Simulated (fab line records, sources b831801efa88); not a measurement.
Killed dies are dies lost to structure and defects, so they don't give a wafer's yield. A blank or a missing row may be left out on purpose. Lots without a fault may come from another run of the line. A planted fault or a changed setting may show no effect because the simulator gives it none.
Problem report in the 8D (eight disciplines) form, filled by code | flow gf180mcu | the parts of the form that need people (team, actions taken, sign-off) are left out

1. THE PROBLEM
run_length_s at GF_SALICIDE_RTA_08 reads a mean of 93.8 s on 6 wafers of 2 lots; wafers without a fault read 58.9 s with a standard deviation of 0.3. That is +99 or more standard deviations from the usual mean.
The step: time 30 s.
First seen on wafer L911.1, day 17 16:53, on rtp_anneal-02. The record holds 18 wafers of 6 lots with a number at this step. Rule for "out", or "out of limits": more than 4 standard deviations from the usual mean. The other wafers with a number count as sound.

2. WHAT IT IS AND WHAT IT IS NOT
question                    | is                     | is not
which readings at this step | run_length_s           | lamp_power_pct, wafer_temp_C_max
which lots                  | L911, L914             | L906, L912, L924, L926
which wafers of those lots  | all that have a number | -
read on which tools         | rtp_anneal-02          | rtp_anneal-01
when                        | from day 17 16:53      | up to then (3 sound wafers); but 9 sound wafers of L912, L924, L926 came after

3. SUSPECTS, AND WHAT RULES EACH OUT
Counting: a tool at a process step up to the reading stays a suspect if it ran every lot that is out and no sound lot after the first of them.
- rie_diel-02 at GF_SAB_ETCH_11 (etches SiO2 in C4F8/O2/Ar, target depth 55 nm, time 8.5 s): ruled out as a lasting fault. Sound lots L912 ran on it after its first lot that is out, L911 (day 17 16:07).
- plasma_asher-01 at GF_SAB_STRIP_13 (strips in O2/N2): ruled out as a lasting fault. Sound lots L912, L926 ran on it after its first lot that is out, L911 (day 17 16:16).
- rtp_anneal-01 at GF_SALICIDE_RTA_06 (time 30 s): ruled out as a lasting fault. Sound lots L924, L926 ran on it after its first lot that is out, L911 (day 17 16:41).
- rtp_anneal-02 at GF_SALICIDE_RTA_08 (time 30 s): ruled out as a lasting fault. Sound lots L924, L926 ran on it after its first lot that is out, L911 (day 17 16:53).
Left after counting: nothing in the record.

4. THE CAUSE (what the simulator had put in)
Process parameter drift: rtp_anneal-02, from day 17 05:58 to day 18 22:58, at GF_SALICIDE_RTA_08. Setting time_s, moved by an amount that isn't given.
Counting ruled it out, wrongly.

5. THE CHAIN OF EFFECTS, in route order
Each row: a reading whose mean over the struck wafers that have a number lies more than 3 standard deviations from the usual. Only readings for which the record gives a usual standard deviation are gone through. hours: the time from each lot's start at the first step in this table that gives one to its start at this step, as a median over the lots. sigmas: the change in usual standard deviations.
hours | step               | reading      | usual  | on struck wafers | change | sigmas
0     | GF_SALICIDE_RTA_08 | run_length_s | 58.9 s | 93.8             | +34.9  | +99 or more
The process steps in it:
- GF_SALICIDE_RTA_08: time 30 s.

6. WHAT WOULD HAVE CAUGHT IT SOONER
In this record the first reading out of limits was taken at day 17 16:53, 11 hours after the fault began at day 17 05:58.
